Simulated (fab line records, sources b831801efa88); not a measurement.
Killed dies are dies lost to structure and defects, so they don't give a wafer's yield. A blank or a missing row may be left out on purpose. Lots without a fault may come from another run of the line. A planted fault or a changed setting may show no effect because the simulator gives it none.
fab line records | flow sky130
record lots=6 wafers=18 last_day=50
route steps=708 shown CONTACT@424 METAL1@434 PAD_OPEN@708
lots that met no fault: from a run of the same line without faults
start_h: hours from the record's first day to the start of the lot's first wafer shown | wait_h: hours since the lot's step before | " the same as in the row above | L1.1+2: a row that stands for several wafers | - no value, or no start given | * or withheld: withheld | < > ~ a bound
route shown NAME@n: a module of which the file shows steps, and the number in the route of the first | usual: mean/standard deviation of fault-free wafers | same: alike in all rows | chamber/n: place in a boat | sites: the reading at each site | _std_site: their standard deviation | _edge_site: outer sites' mean less inner sites' | radius_mm: how far each site lies from the wafer's centre | mask NAME#n: copy n | behind: the tool/chamber that last shaped the wafer | hold: why the lot was held/for how many hours/how that ended | device: the transistor (n, p or np) that didn't switch | end of line: the same wafers' tests at the end of the route | a step without rows: its recipe alone | killed: dies lost to structure and defects at the first sort, not the wafer's yield | map: a wafer's dies, x killed, . not, _ none there
set.NAME: the setting as run; set.NAME@STEP: as run at that earlier step | model.NAME: the simulator's own value behind a step, which no gauge read
lots at some steps of the route; a table a step, a row a wafer
services: from which hour (start_h, from the record's first day; less than 0 if before it) a tool's chamber was out of use, for how many hours, and why
## steps
# step SKY_CONTACT_ETCH_18
# recipe target=Si3N4 chemistry=CHF3/O2 stop_on=TiN source_w=600 bias_w=200 pressure_mtorr=40 chf3_flow_sccm=50 O2_flow_sccm=5 time_s=39 target_depth_a=750
# usual chamber_pressure_mTorr=40.00/0.035 drypump_motor_current_A=5.5/0.46 oes_product_au=0.854/0.0074 throttle_valve_pct=8.794/0.0081
# columns lot.wafer tool chamber start_h wait_h chamber_pressure_mTorr drypump_motor_current_A oes_product_au rf_hours_counter_h throttle_valve_pct
L959.1 rie_diel-01 2 - - 40.01 4.8 0.845 37 8.794
L959.3 " 3 " " 39.96 5.5 0.854 4 8.809
L959.6 " 1 " " 40.01 5.6 0.838 - 8.794
L970.3 rie_diel-04 2 - - 40.01 4.8 0.849 24 8.776
L970.4 " 1 " " 39.98 4.9 0.854 4 8.786
L970.5 " 1 " " 40.01 4.9 0.855 - 8.803
L973.2 rie_diel-02 1 - - 40.05 5.1 0.850 2 8.789
L973.3 " 3 " " 39.97 5.4 0.850 13 8.786
L973.4 " 2 " " 39.98 6.4 0.864 0 8.796
L974.3 rie_diel-04 2 - - 40.01 4.9 0.850 25 8.795
L974.4 " 0 " " 40.09 5.5 0.864 3 8.783
L974.5 " 3 " " 39.99 5.9 0.856 - 8.791
L981.1 rie_diel-02 2 - - 40.00 6.4 0.858 2 8.791
L981.5 " 0 " " 39.97 6.0 0.853 - 8.788
L981.6 " 1 " " 40.05 5.2 0.860 - 8.792
L982.2 rie_diel-01 2 - - 39.96 4.8 0.850 3 8.790
L982.4 " 0 " " 39.97 5.8 0.861 1 8.797
L982.6 " 2 " " 39.96 4.8 0.862 - 8.797
# step SKY_CONTACT_STRIP_19
# recipe chemistry=O2/N2 power_w=1400 pressure_mtorr=1500 platen_temp_c=withheld o2_flow_sccm=3000 n2_flow_sccm=300 overash_fraction=0.5
# step SKY_CONTACT_STRIP_20
# recipe chemistry=post_etch_residue_remover time_s=1200 temp_c=72.5
# step SKY_CONTACT_CLEAN_21
# recipe chemistry=IPA time_s=180 temp_c=25
# step SKY_CONTACT_CLEAN_22
# recipe chemistry=O3/DIW dry=n2_spin
# step SKY_CONTACT_SPUTTER_23
# recipe material=TiN target_thk_nm=20 chamber_pressure_pa=5 power_w=4000 time_s=80
# step SKY_CONTACT_CVD_24
# recipe material=W target_thk_nm=340 time_s=102.12 temp_c=400 pressure_torr=40
# usual chamber_pressure_Torr=40.02/0.081 heater_power_w=892/57
# columns lot.wafer tool chamber start_h wait_h chamber_pressure_Torr heater_power_w since_wet_clean_h
L959.1 cvd_w-02 0 735.88 0.0 40.03 856 832
L959.3 " 0 " " 40.04 845 -
L959.6 " 0 " " 40.02 836 -
L970.3 cvd_w-02 0 835.42 0.1 39.96 874 -
L970.4 " 1 " " 39.97 823 -
L970.5 " 1 " " 40.06 815 -
L973.2 cvd_w-02 1 855.08 0.0 39.99 841 951
L973.3 " 0 " " 40.16 856 -
L973.4 " 1 " " 39.95 818 -
L974.3 cvd_w-01 1 863.17 0.1 39.90 906 -
L974.4 " 0 " " 40.03 977 -
L974.5 " 1 " " 40.07 912 -
L981.1 cvd_w-01 0 907.76 0.0 40.01 970 504
L981.5 " 0 " " 39.85 985 -
L981.6 " 1 " " 39.96 897 -
L982.2 cvd_w-01 0 909.17 0.0 39.94 997 505
L982.4 " 1 " " 39.96 893 -
L982.6 " 0 " " 40.10 964 -
# step SKY_CONTACT_RS_MEAS_25
# recipe thk_meas_gauge=four-point-probe reads=W_of_CONTACT_CVD_24+TiN_of_CONTACT_SPUTTER_23
# usual CONTACT_W_RS=0.338/0.004
# columns lot.wafer tool chamber start_h wait_h CONTACT_W_RS[ohm/sq]
L959.1 film_metro-04 - 735.99 0.1 0.337
L959.3 " - " " 0.337
L959.6 " - " " 0.335
L970.3 film_metro-03 - 835.53 0.1 0.331
L970.4 " - " " 0.333
L970.5 " - " " 0.331
L973.2 film_metro-04 - 855.21 0.1 0.341
L973.3 " - " " 0.345
L973.4 " - " " 0.339
L974.3 film_metro-01 - 863.28 0.1 0.335
L974.4 " - " " 0.339
L974.5 " - " " 0.336
L981.1 film_metro-01 - 907.87 0.1 0.340
L981.5 " - " " 0.337
L981.6 " - " " 0.335
L982.2 film_metro-03 - 909.30 0.1 0.339
L982.4 " - " " 0.338
L982.6 " - " " 0.340
# step SKY_CONTACT_THK_MEAS_26
# recipe thk_meas_gauge=xrf reads=W_of_CONTACT_CVD_24
# usual CONTACT_W_THK=334/4.2
# columns lot.wafer tool chamber start_h wait_h CONTACT_W_THK[nm]
L959.1 film_metro-04 - 736.11 0.1 337
L959.3 " - " " 338
L959.6 " - " " 338
L970.3 film_metro-03 - 835.63 0.1 342
L970.4 " - " " 342
L970.5 " - " " 343
L973.2 film_metro-04 - 855.32 0.1 332
L973.3 " - " " 330
L973.4 " - " " 337
L974.3 film_metro-01 - 863.38 0.1 336
L974.4 " - " " 330
L974.5 " - " " 332
L981.1 film_metro-01 - 907.99 0.1 332
L981.5 " - " " 336
L981.6 " - " " 338
L982.2 film_metro-03 - 909.41 0.1 334
L982.4 " - " " 334
L982.6 " - " " 332
# step SKY_CONTACT_CMP_27
# recipe stop_on=SiO2 t_overpolish_s=15 down_force_psi=3.5 platen_rpm=60 target_thk_nm=0 pad_velocity_m_s=0.94248
# step SKY_METAL1_SPUTTER_00
# recipe material=Ti target_thk_nm=15 power_w=3000 time_s=10 chamber_pressure_pa=0.4
# step SKY_METAL1_SPUTTER_01
# recipe material=TiN target_thk_nm=20 power_w=6500 time_s=16.7 chamber_pressure_pa=0.4
# step SKY_METAL1_SPUTTER_02
# recipe material=AlCu target_thk_nm=250 power_w=10600 time_s=13.3 chamber_pressure_pa=0.4
# usual chamber_pressure_pa=0.3999/0.00087 throttle_valve_pct=29.7/0.91
# columns lot.wafer tool chamber start_h wait_h chamber_pressure_pa throttle_valve_pct model.AlCu_of_METAL1_SPUTTER_02.thk_nm
L959.1 pvd_sputter-02 - 736.52 0.0 0.4004 28.8 254.8
L959.3 " - " " 0.3987 29.9 251
L959.6 " - " " 0.3990 29.9 251.4
L970.3 pvd_sputter-04 - 836.02 0.0 0.3997 30.8 255.4
L970.4 " - " " 0.4014 28.2 250.4
L970.5 " - " " 0.4007 28.1 252.3
L973.2 pvd_sputter-04 - 855.72 0.0 0.3997 31.1 453.5
L973.3 " - " " 0.3992 31.3 251.3
L973.4 " - " " 0.4006 30.1 246.9
L974.3 pvd_sputter-04 - 863.77 0.0 0.4004 30.2 250.8
L974.4 " - " " 0.3995 30.9 249.2
L974.5 " - " " 0.4002 31.2 455.8
L981.1 pvd_sputter-02 - 908.40 0.0 0.3999 29.6 251.7
L981.5 " - " " 0.3998 29.9 246.8
L981.6 " - " " 0.3999 29.4 251
L982.2 pvd_sputter-01 - 909.81 0.0 0.4003 29.0 248.5
L982.4 " - " " 0.3999 29.5 247.4
L982.6 " - " " 0.3997 29.2 247.7
# step SKY_METAL1_SPUTTER_03
# recipe material=Ti target_thk_nm=5 power_w=3000 time_s=3.3 chamber_pressure_pa=0.4
# usual chamber_pressure_pa=0.4000/0.00086 throttle_valve_pct=29.7/0.93
# columns lot.wafer tool chamber start_h wait_h chamber_pressure_pa throttle_valve_pct
L959.1 pvd_sputter-02 - 736.55 0.0 0.4016 28.5
L959.3 " - " " 0.4011 29.8
L959.6 " - " " 0.4007 29.8
L970.3 pvd_sputter-04 - 836.05 0.0 0.4012 31.0
L970.4 " - " " 0.4010 28.4
L970.5 " - " " 0.4009 28.3
L973.2 pvd_sputter-04 - 855.74 0.0 0.3999 30.9
L973.3 " - " " 0.3993 31.1
L973.4 " - " " 0.3999 30.2
L974.3 pvd_sputter-04 - 863.80 0.0 0.4001 29.9
L974.4 " - " " 0.3986 31.0
L974.5 " - " " 0.4021 31.1
L981.1 pvd_sputter-02 - 908.43 0.0 0.4002 29.5
L981.5 " - " " 0.4006 29.8
L981.6 " - " " 0.3991 29.4
L982.2 pvd_sputter-01 - 909.84 0.0 0.3990 28.9
L982.4 " - " " 0.3998 29.5
L982.6 " - " " 0.3980 29.0
# step SKY_METAL1_SPUTTER_04
# recipe material=TiN target_thk_nm=70 power_w=6500 time_s=58.3 chamber_pressure_pa=0.4
# usual chamber_pressure_pa=0.4001/0.00087 throttle_valve_pct=29.7/0.9
# columns lot.wafer tool chamber start_h wait_h chamber_pressure_pa throttle_valve_pct
L959.1 pvd_sputter-02 - 736.57 0.0 0.4006 28.7
L959.3 " - " " 0.4005 29.7
L959.6 " - " " 0.4007 29.7
L970.3 pvd_sputter-04 - 836.07 0.0 0.3994 31.0
L970.4 " - " " 0.4011 28.1
L970.5 " - " " 0.3998 28.3
L973.2 pvd_sputter-04 - 855.76 0.0 0.4007 31.0
L973.3 " - " " 0.4009 31.0
L973.4 " - " " 0.4008 29.9
L974.3 pvd_sputter-04 - 863.81 0.0 0.4005 30.1
L974.4 " - " " 0.4006 31.1
L974.5 " - " " 0.3986 31.0
L981.1 pvd_sputter-02 - 908.44 0.0 0.4005 29.1
L981.5 " - " " 0.4006 29.9
L981.6 " - " " 0.4005 29.2
L982.2 pvd_sputter-01 - 909.86 0.0 0.3990 28.9
L982.4 " - " " 0.3986 29.7
L982.6 " - " " 0.4001 29.0
# step SKY_METAL1_RS_MEAS_05
# recipe thk_meas_gauge=four-point-probe reads=TiN_of_METAL1_SPUTTER_04+Ti_of_METAL1_SPUTTER_03+AlCu_of_METAL1_SPUTTER_02+TiN_of_METAL1_SPUTTER_01+Ti_of_METAL1_SPUTTER_00
# usual METAL1_ALCU_RS=0.1270/0.0014
# columns lot.wafer tool chamber start_h wait_h METAL1_ALCU_RS[ohm/sq]
L959.1 film_metro-02 - 736.61 0.0 0.1244
L959.3 " - " " 0.1261
L959.6 " - " " 0.1259
L970.3 film_metro-03 - 836.15 0.1 0.1240
L970.4 " - " " 0.1264
L970.5 " - " " 0.1256
L973.2 film_metro-02 - 855.83 0.0 0.0692
L973.3 " - " " 0.1260
L973.4 " - " " 0.1281
L974.3 film_metro-04 - 863.90 0.1 0.1265
L974.4 " - " " 0.1274
L974.5 " - " " 0.0690
L981.1 film_metro-04 - 908.49 0.0 0.1260
L981.5 " - " " 0.1283
L981.6 " - " " 0.1263
L982.2 film_metro-02 - 909.92 0.0 0.1275
L982.4 " - " " 0.1280
L982.6 " - " " 0.1280
# step SKY_METAL1_THK_MEAS_06
# recipe thk_meas_gauge=xrf reads=AlCu_of_METAL1_SPUTTER_02
# usual METAL1_ALCU_THK=254.0/2.7
# columns lot.wafer tool chamber start_h wait_h METAL1_ALCU_THK[nm]
L959.1 film_metro-02 - 736.73 0.1 259.8
L959.3 " - " " 256.6
L959.6 " - " " 259.6
L970.3 film_metro-03 - 836.25 0.1 258.9
L970.4 " - " " 253.6
L970.5 " - " " 255.9
L973.2 film_metro-02 - 855.94 0.1 463.2
L973.3 " - " " 253.9
L973.4 " - " " 252.8
L974.3 film_metro-04 - 864.00 0.1 255.0
L974.4 " - " " 253.7
L974.5 " - " " 460.2
L981.1 film_metro-04 - 908.61 0.1 255.2
L981.5 " - " " 250.4
L981.6 " - " " 254.6
L982.2 film_metro-02 - 910.03 0.1 252.9
L982.4 " - " " 251.6
L982.6 " - " " 252.1
# step SKY_METAL1_DEHYDRATE_07
# recipe temp_c=200 time_s=60
# step SKY_METAL1_HMDS_08
# recipe prime_time_s=60 prime_temp_c=120
# step SKY_METAL1_COAT_09
# recipe resist=BARC temp_c=withheld time_s=withheld spin_rpm=3000 resist_thk_nm=60
# step SKY_METAL1_COAT_10
# recipe resist=KrF-thick spin_rpm=3000 resist_thk_nm=450
# step SKY_METAL1_SOFTBAKE_11
# recipe temp_c=100 time_s=88.02 resist=KrF-thick
# step SKY_METAL1_EXPOSE_12
# recipe mask_id=MM1 na=0.8 source_shape=annular sigma_inner=0.55 sigma_outer=0.85 target_cd_nm=140 dose_mj=28
# step SKY_METAL1_PEB_13
# recipe peb_temp_c=withheld peb_time_s=withheld resist=KrF-thick
# step SKY_METAL1_DEVELOP_14
# recipe develop_time_s=60 resist=KrF-thick dev_temp_c=21
# step SKY_METAL1_CD_MEAS_15
# recipe target_cd_nm=140
# usual cd_nm=139.9/1.7
# columns lot.wafer tool chamber start_h wait_h cd_nm
L959.1 cd_sem-02 - 762.99 - 140.9
L959.3 " - " " 141.1
L959.6 " - " " 140.5
L970.3 cd_sem-02 - 862.10 - 141.4
L970.4 " - " " 140.8
L970.5 " - " " 141.8
L973.2 cd_sem-02 - 881.83 - 138.5
L973.3 " - " " 137.1
L973.4 " - " " 136.6
L974.3 cd_sem-02 - 890.07 - 140.3
L974.4 " - " " 142.2
L974.5 " - " " 141.3
L981.1 cd_sem-01 - 933.18 - 139.8
L981.5 " - " " 140.3
L981.6 " - " " 140.4
L982.2 cd_sem-01 - 934.68 - 142.2
L982.4 " - " " 140.7
L982.6 " - " " 140.0
# step SKY_METAL1_OVL_MEAS_16
# usual METAL1_OVL=0/4.7
# columns lot.wafer tool chamber start_h wait_h METAL1_OVL[nm]
L959.1 overlay-02 - 763.11 0.1 -4
L959.3 " - " " -6
L959.6 " - " " -3
L970.3 overlay-01 - 862.19 0.1 8
L970.4 " - " " 3
L970.5 " - " " 3
L973.2 overlay-01 - 881.93 0.1 -14
L973.3 " - " " -6
L973.4 " - " " -11
L974.3 overlay-02 - 890.16 0.1 11
L974.4 " - " " 5
L974.5 " - " " 9
L981.1 overlay-02 - 933.30 0.1 -5
L981.5 " - " " -3
L981.6 " - " " 5
L982.2 overlay-02 - 934.79 0.1 0
L982.4 " - " " 1
L982.6 " - " " 2
# step SKY_METAL1_DESCUM_17
# recipe chemistry=O2 source_power_w=150 bias_power_w=0 pressure_mtorr=10 temp_c=40 time_s=8
# usual chamber_pressure_mTorr=10.000/0.0094 drypump_motor_current_A=5.7/0.55 oes_product_au=0.998/0.013 temp_c=40.02/0.12
# columns lot.wafer tool chamber start_h wait_h chamber_pressure_mTorr drypump_motor_current_A oes_product_au rf_hours_counter_h temp_c
L959.1 rie_metal-04 1 763.15 0.0 9.985 6.1 0.985 13 40.10
L959.3 " 1 " " 9.996 6.1 0.985 - 40.06
L959.6 " 0 " " 9.989 5.0 1.002 - 39.98
L970.3 rie_metal-02 1 862.22 0.0 9.999 5.7 0.996 - 40.04
L970.4 " 0 " " 10.015 6.4 1.008 - 39.88
L970.5 " 1 " " 9.998 5.7 0.989 - 39.96
L973.2 rie_metal-01 0 881.96 0.0 9.995 5.2 0.993 13 39.79
L973.3 " 0 " " 10.002 5.3 0.988 - 40.21
L973.4 " 1 " " 9.989 6.6 1.009 - 39.96
L974.3 rie_metal-01 0 890.19 0.0 9.989 5.3 0.990 - 40.06
L974.4 " 1 " " 9.980 6.6 0.998 - 39.92
L974.5 " 0 " " 10.000 5.3 0.990 - 39.90
L981.1 rie_metal-01 0 933.33 0.0 10.001 5.2 0.989 18 40.07
L981.5 " 0 " " 9.996 5.3 0.997 - 40.15
L981.6 " 0 " " 9.999 5.3 0.997 - 40.02
L982.2 rie_metal-01 0 934.83 0.0 10.003 5.2 0.998 - 39.80
L982.4 " 0 " " 9.999 5.3 0.997 - 39.91
L982.6 " 0 " " 10.019 5.2 0.993 - 40.16
# step SKY_METAL1_ETCH_18
# recipe chemistry=N2/H2 target=BARC ion_energy_ev=200 bias_w=100 pressure_mtorr=30 n2_flow_sccm=100 h2_flow_sccm=200 icp_w=500 stop_on=SiO2 time_s=45.9 target_depth_a=600
# step SKY_METAL1_METAL_ETCH_19
# recipe target_depth_a=3600 stop_on=SiO2 over_etch_frac=0.3 time_s=78 chemistry=Cl2/BCl3 resist_sidewall_deg=88 pressure_mtorr=10 icp_w=900 bias_w=48.5 Cl2_flow_sccm=60 bcl3_flow_sccm=30
# usual chamber_pressure_mTorr=10.000/0.0083 drypump_motor_current_A=5.7/0.55 oes_product_au=0.853/0.0058 throttle_valve_pct=22.265/0.0098
# same over_etch_frac=0.3
# columns lot.wafer tool chamber start_h wait_h chamber_pressure_mTorr drypump_motor_current_A oes_product_au rf_hours_counter_h throttle_valve_pct
L959.1 rie_metal-04 1 763.24 0.0 9.999 6.1 0.863 13 22.257
L959.3 " 1 " " 10.006 6.1 0.852 - 22.266
L959.6 " 0 " " 10.000 5.0 0.857 - 22.251
L970.3 rie_metal-02 1 862.34 0.1 9.993 5.7 0.858 - 22.253
L970.4 " 0 " " 10.006 6.4 0.855 - 22.265
L970.5 " 1 " " 10.010 5.7 0.855 - 22.279
L973.2 rie_metal-01 0 882.06 0.0 10.005 5.3 0.991 13 22.260
L973.3 " 0 " " 10.003 5.3 0.855 - 22.271
L973.4 " 1 " " 10.005 6.6 0.847 - 22.282
L974.3 rie_metal-01 0 890.31 0.1 10.000 5.3 0.860 - 22.259
L974.4 " 1 " " 10.003 6.6 0.849 - 22.265
L974.5 " 0 " " 10.016 5.3 0.991 - 22.259
L981.1 rie_metal-01 0 933.52 0.1 10.002 5.3 0.856 18 22.262
L981.5 " 0 " " 9.996 5.3 0.854 - 22.248
L981.6 " 0 " " 10.001 5.3 0.861 - 22.274
L982.2 rie_metal-01 0 935.03 0.1 9.989 5.3 0.853 - 22.269
L982.4 " 0 " " 9.998 5.3 0.847 - 22.261
L982.6 " 0 " " 10.002 5.3 0.852 - 22.252
# step SKY_METAL1_STRIP_20
# recipe chemistry=O2/N2 power_w=1400 pressure_mtorr=1500 platen_temp_c=withheld o2_flow_sccm=3000 n2_flow_sccm=300 overash_fraction=0.5
# step SKY_PAD_OPEN_PROBE_99
# usual defect_limited_yield=82.4/1.7 killed_at_M0_to_M3=44/6.9 killed_at_M4_up=3.3/1.7 killed_at_contacts=24/4.7 killed_at_front_end=15/4.5 killed_at_other=0.2/0.49 killed_dies=86/8.4 killed_on_rim=17/4.2 killed_open=47/6.5 killed_short=39/6 sort_bin_3_pad_short=0.9/0.4 sort_bin_5_function=10.4/1.5 sort_bin_6_memory=6.3/1 sort_n_pass=406/8.4 sort_yield_pct=82.4/1.7
# same gross_dies=492 killed_at_back_side=0 sort_bin_4_leakage[%]=0 sort_bin_8_speed[%]=0
# columns lot.wafer tool chamber start_h wait_h defect_limited_yield[%] killed_at_M0_to_M3 killed_at_M4_up killed_at_contacts killed_at_front_end killed_at_other killed_dies killed_on_rim killed_open killed_short sort_bin_3_pad_short[%] sort_bin_5_function[%] sort_bin_6_memory[%] sort_n_pass sort_yield_pct[%]
L959.1 prober-01 - 1072.76 0.1 81.1 43 5 26 19 0 93 18 54 39 1.0 11.4 6.5 399 81.1
L959.3 prober-01 - 1072.86 0.2 81.7 49 2 19 20 0 90 15 53 37 1.0 11.4 5.9 402 81.7
L959.6 prober-01 - 1073.01 0.2 79.5 44 3 31 22 1 101 20 57 44 0.8 14.2 5.5 391 79.5
L973.2 prober-01 - 1162.40 0.1 0 452 4 16 19 1 492 96 47 37 0.2 92.7 7.1 0 0
L974.5 prober-01 - 1166.04 0.2 0 451 3 26 11 1 492 96 49 41 1.0 92.9 6.1 0 0
L981.1 prober-02 - 1195.47 0.1 83.1 49 3 19 11 1 83 18 49 34 0.8 10.6 5.5 409 83.1
L981.5 prober-02 - 1195.67 0.2 83.9 38 3 28 10 0 79 11 40 39 0.8 9.3 5.9 413 83.9
L981.6 prober-02 - 1195.72 0.2 80.7 48 4 26 17 0 95 14 55 40 1.0 12.6 5.7 397 80.7
# killed by level:class
L959.1 CONTACT:geometric_particle:open=10 VIA1:geometric_particle:open=10 VIA2:geometric_particle:open=9 FIELD_ISO:geometric_particle:short=7 VIA3:geometric_particle:open=7 FIELD_ISO:geometric_particle:open=6 LI_CONTACT:geometric_particle:short=5 CONTACT:geometric_particle:short=5
L959.3 VIA1:geometric_particle:open=13 METAL1:geometric_particle:short=9 FIELD_ISO:geometric_particle:short=6 CONTACT:geometric_particle:open=6 VIA2:geometric_particle:open=6 VIA3:geometric_particle:open=6 LI_CONTACT:geometric_particle:open=5 FIELD_ISO:geometric_particle:open=4
L959.6 CONTACT:geometric_particle:open=14 VIA1:geometric_particle:open=11 FIELD_ISO:geometric_particle:short=9 VIA3:geometric_particle:open=7 METAL2:geometric_particle:short=6 FIELD_ISO:geometric_particle:open=5 LOCAL_INTERCONNECT:geometric_particle:short=5 CONTACT:geometric_particle:short=5
L973.2 METAL1:area_etch=408 VIA1:geometric_particle:open=10 POLY_GATE:geometric_particle:open=7 CONTACT:geometric_particle:open=7 METAL1:geometric_particle:short=6 LI_CONTACT:geometric_particle:short=5 VIA3:geometric_particle:short=5 VIA2:geometric_particle:open=5
L974.5 METAL1:area_etch=402 VIA1:geometric_particle:open=11 VIA3:geometric_particle:open=9 CONTACT:geometric_particle:open=8 VIA1:geometric_particle:short=7 LI_CONTACT:geometric_particle:open=6 LOCAL_INTERCONNECT:geometric_particle:short=5 CONTACT:geometric_particle:short=4
L981.1 VIA1:geometric_particle:open=11 LI_CONTACT:geometric_particle:open=7 CONTACT:geometric_particle:open=7 VIA2:geometric_particle:open=5 VIA3:geometric_particle:open=5 METAL2:geometric_particle:short=4 METAL1:geometric_particle:short=4 VIA3:geometric_particle:short=4
L981.5 VIA1:geometric_particle:open=9 CONTACT:geometric_particle:open=8 LI_CONTACT:geometric_particle:open=7 METAL3:geometric_particle:short=7 LI_CONTACT:geometric_particle:short=6 METAL2:geometric_particle:short=6 METAL1:geometric_particle:short=5 VIA2:geometric_particle:open=4
L981.6 VIA1:geometric_particle:open=17 LOCAL_INTERCONNECT:geometric_particle:short=7 CONTACT:geometric_particle:open=7 VIA3:geometric_particle:open=6 LI_CONTACT:geometric_particle:open=5 METAL1:geometric_particle:short=5 METAL3:geometric_particle:short=5 SPACER:geometric_particle:open=4
# map L973.2 (x killed, . not)
__________xxxxxxxxxx_________
________xxxxxxxxxxxxxx_______
______xxxxxxxxxxxxxxxxxx_____
_____xxxxxxxxxxxxxxxxxxxx____
____xxxxxxxxxxxxxxxxxxxxxx___
___xxxxxxxxxxxxxxxxxxxxxxxx__
__xxxxxxxxxxxxxxxxxxxxxxxxxx_
_xxxxxxxxxxxxxxxxxxxxxxxxxxxx
_xxxxxxxxxxxxxxxxxxxxxxxxxxxx
_xxxxxxxxxxxxxxxxxxxxxxxxxxxx
_xxxxxxxxxxxxxxxxxxxxxxxxxxxx
_xxxxxxxxxxxxxxxxxxxxxxxxxxxx
_xxxxxxxxxxxxxxxxxxxxxxxxxxxx
_xxxxxxxxxxxxxxxxxxxxxxxxxxxx
_xxxxxxxxxxxxxxxxxxxxxxxxxxxx
__xxxxxxxxxxxxxxxxxxxxxxxxxx_
___xxxxxxxxxxxxxxxxxxxxxxxx__
____xxxxxxxxxxxxxxxxxxxxxx___
_____xxxxxxxxxxxxxxxxxxxx____
______xxxxxxxxxxxxxxxxxx_____
________xxxxxxxxxxxxxx_______
__________xxxxxxxxxx_________
# map L974.5 (x killed, . not)
__________xxxxxxxxxx_________
________xxxxxxxxxxxxxx_______
______xxxxxxxxxxxxxxxxxx_____
_____xxxxxxxxxxxxxxxxxxxx____
____xxxxxxxxxxxxxxxxxxxxxx___
___xxxxxxxxxxxxxxxxxxxxxxxx__
__xxxxxxxxxxxxxxxxxxxxxxxxxx_
_xxxxxxxxxxxxxxxxxxxxxxxxxxxx
_xxxxxxxxxxxxxxxxxxxxxxxxxxxx
_xxxxxxxxxxxxxxxxxxxxxxxxxxxx
_xxxxxxxxxxxxxxxxxxxxxxxxxxxx
_xxxxxxxxxxxxxxxxxxxxxxxxxxxx
_xxxxxxxxxxxxxxxxxxxxxxxxxxxx
_xxxxxxxxxxxxxxxxxxxxxxxxxxxx
_xxxxxxxxxxxxxxxxxxxxxxxxxxxx
__xxxxxxxxxxxxxxxxxxxxxxxxxx_
___xxxxxxxxxxxxxxxxxxxxxxxx__
____xxxxxxxxxxxxxxxxxxxxxx___
_____xxxxxxxxxxxxxxxxxxxx____
______xxxxxxxxxxxxxxxxxx_____
________xxxxxxxxxxxxxx_______
__________xxxxxxxxxx_________
## services
# columns tool chamber start_h hours kind
rie_metal-04 - 715.06 1.1 repair
pvd_sputter-02 - 716.50 4.4 repair
rie_metal-04 - 716.94 0.3 repair
rie_diel-02 - 729.15 0.4 repair
cvd_w-01 0 732.91 9.3 repair
rie_metal-01 - 733.99 5.8 repair
rie_metal-02 1 748.33 6.5 repair
rie_diel-02 - 750.06 3.0 repair
rie_metal-04 0 751.44 2.2 repair
rie_metal-01 - 771.00 26.5 repair
cvd_w-01 - 781.11 1.2 repair
rie_diel-04 - 783.03 0.3 repair
cvd_w-01 - 786.37 6.0 pm
rie_metal-01 - 797.58 1.4 pm
rie_metal-02 1 800.17 1.5 repair
pvd_sputter-04 - 806.81 2.7 repair
rie_metal-02 - 833.35 2.8 pm
rie_diel-01 - 834.08 14.6 pm
cvd_w-01 - 849.47 2.8 pm
cvd_w-02 0 881.33 4.3 repair
cvd_w-02 1 883.01 4.0 repair
rie_metal-01 1 902.06 73.1 repair
cvd_w-02 - 904.00 14.0 pm
cvd_w-01 - 921.03 6.9 pm
## key
first_sign step=SKY_METAL1_RS_MEAS_05 reading=METAL1_ALCU_RS direction=down sigmas=42 usual=0.1270 struck=0.0691
effect step=SKY_METAL1_THK_MEAS_06 reading=METAL1_ALCU_THK direction=up sigmas=77 usual=254.0 struck=461.7
effect step=SKY_METAL1_METAL_ETCH_19 reading=oes_product_au direction=up sigmas=24 usual=0.853 struck=0.991
effect step=SKY_PAD_OPEN_PROBE_99 reading=killed_at_M0_to_M3 direction=up sigmas=59 usual=44 struck=452
model_effect step=SKY_METAL1_SPUTTER_02 value=AlCu_of_METAL1_SPUTTER_02.thk_nm without=251.5 struck=454.6
more_kills_born_at SKY_METAL1_METAL_ETCH_19@rie_metal-01=810
met_at SKY_METAL1_SPUTTER_02
struck_wafers L973.2,L974.5
later_rows_left_out L973.2,L974.5
onset_between 836.02 855.72
fault kind=process_parameter_drift tool=pvd_sputter-04 chamber=- onset_h=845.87 steps=SKY_METAL1_SPUTTER_02 channel=target_thk_nm offset=203.14 shape=step end_h=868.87 acts_in=these_recipes_only stated=250 scope=struck_wafers_only
# later_rows_left_out: the simulator's readings of these wafers behind a module that went badly wrong aren't trusted and aren't shown, but for the sort
